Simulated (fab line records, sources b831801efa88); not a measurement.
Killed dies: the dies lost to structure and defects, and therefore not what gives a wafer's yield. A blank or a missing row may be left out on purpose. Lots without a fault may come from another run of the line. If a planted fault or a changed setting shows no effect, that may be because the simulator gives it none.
The tool behind it: which one? ; flow sky130 ; Sampling: 11 lots, 33 wafers, 2 of 708 route steps

WHAT EACH GAUGE READ, for each wafer
SKY_METAL4_CD_MEAS_13: the cd target is 300 nm. Usual: cdNm 300.9 nm, standard deviation 1.4.
lot;measured;on;cdNm (nm);flag
L658;day 42 04:19;cdSem-02;300.6 300.5 300.2;
L660;day 42 12:23;cdSem-01;301.0 301.8 302.0;
L661;day 42 23:42;cdSem-01;299.7 299.1 299.2;
L662;day 43 02:31;cdSem-01;301.3 301.1 302.5;
L664;day 43 21:07;cdSem-01;299.7 301.2 301.4;
L665;day 44 02:51;cdSem-02;302.5 303.5 302.0;
L666;day 44 10:04;cdSem-02;300.5 300.2 299.1;
L667;day 44 15:32;cdSem-01;302.4 301.8 302.3;
L672;day 45 23:08;cdSem-02;301.3 302.7 301.6;
L679;day 47 15:41;cdSem-01;299.3 300.7 300.0;
L680;day 47 22:25;cdSem-02;298.6 298.4 300.2;

WHICH TOOL RAN EACH LOT (tool, then ch and the chambers of the sampled wafers, then the start)
lot;SKY_METAL3_DESCUM_15
L658;rieMetal-04 ch 0,1, day 38 23:38
L660;rieMetal-02 ch 0,1, day 39 08:20
L661;rieMetal-04 ch 0, day 39 19:54
L662;rieMetal-03 ch 0,1, day 39 22:20
L664;rieMetal-02 ch 0,1, day 40 18:46
L665;rieMetal-04 ch 0,1, day 41 00:16
L666;rieMetal-03 ch 1, day 41 07:50
L667;rieMetal-02 ch 0,1, day 41 13:42
L672;rieMetal-04 ch 0,1, day 43 01:10
L679;rieMetal-04 ch 0,1, day 44 23:38
L680;rieMetal-04 ch 0,1, day 45 06:50
- SKY_METAL3_DESCUM_15: chemistry O2, time 8 s.

AS READ BY THE TOOLS THEMSELVES (means over the sampled wafers that have a number; for cases with no such wafer, the mark the record gives instead)
SKY_METAL3_DESCUM_15. Usual: drypumpMotorCurrentA 5.5 A, standard deviation 0.5; oesProductAu 0.999 a.u., standard deviation 0.0083.
lot;tool;drypumpMotorCurrentA (A);oesProductAu (a.u.);flag
L658;rieMetal-04;5.9;1.000;
L660;rieMetal-02;5.4;0.995;
L661;rieMetal-04;5.9;0.999;
L662;rieMetal-03;5.7;0.996;
L664;rieMetal-02;5.1;1.008;
L665;rieMetal-04;5.9;0.993;
L666;rieMetal-03;5.0;0.990;
L667;rieMetal-02;5.4;0.993;
L672;rieMetal-04;5.9;0.996;
L679;rieMetal-04;5.9;1.005;
L680;rieMetal-04;5.9;1.008;

THE ANSWER, worked out from the rows above alone
Rule: a lot counts as off when the mean over its wafers that have a number is more than 3 standard deviations away from the usual mean. Also off: a lot with no number at a reading for which 4 or more lots have one. Any other lot the step has rows for is counted as sound. Order of review: gauges by route order, followed by the tools' own readings, for which a lot's mean as printed above is used. The first step at which some lot is off is used, and at that step the reading that is off furthest; a lot without a number counts as furthest.
Across all readings shown, no lot is off: no conclusion can be drawn from this.

WHAT THE SIMULATOR HAD PUT IN
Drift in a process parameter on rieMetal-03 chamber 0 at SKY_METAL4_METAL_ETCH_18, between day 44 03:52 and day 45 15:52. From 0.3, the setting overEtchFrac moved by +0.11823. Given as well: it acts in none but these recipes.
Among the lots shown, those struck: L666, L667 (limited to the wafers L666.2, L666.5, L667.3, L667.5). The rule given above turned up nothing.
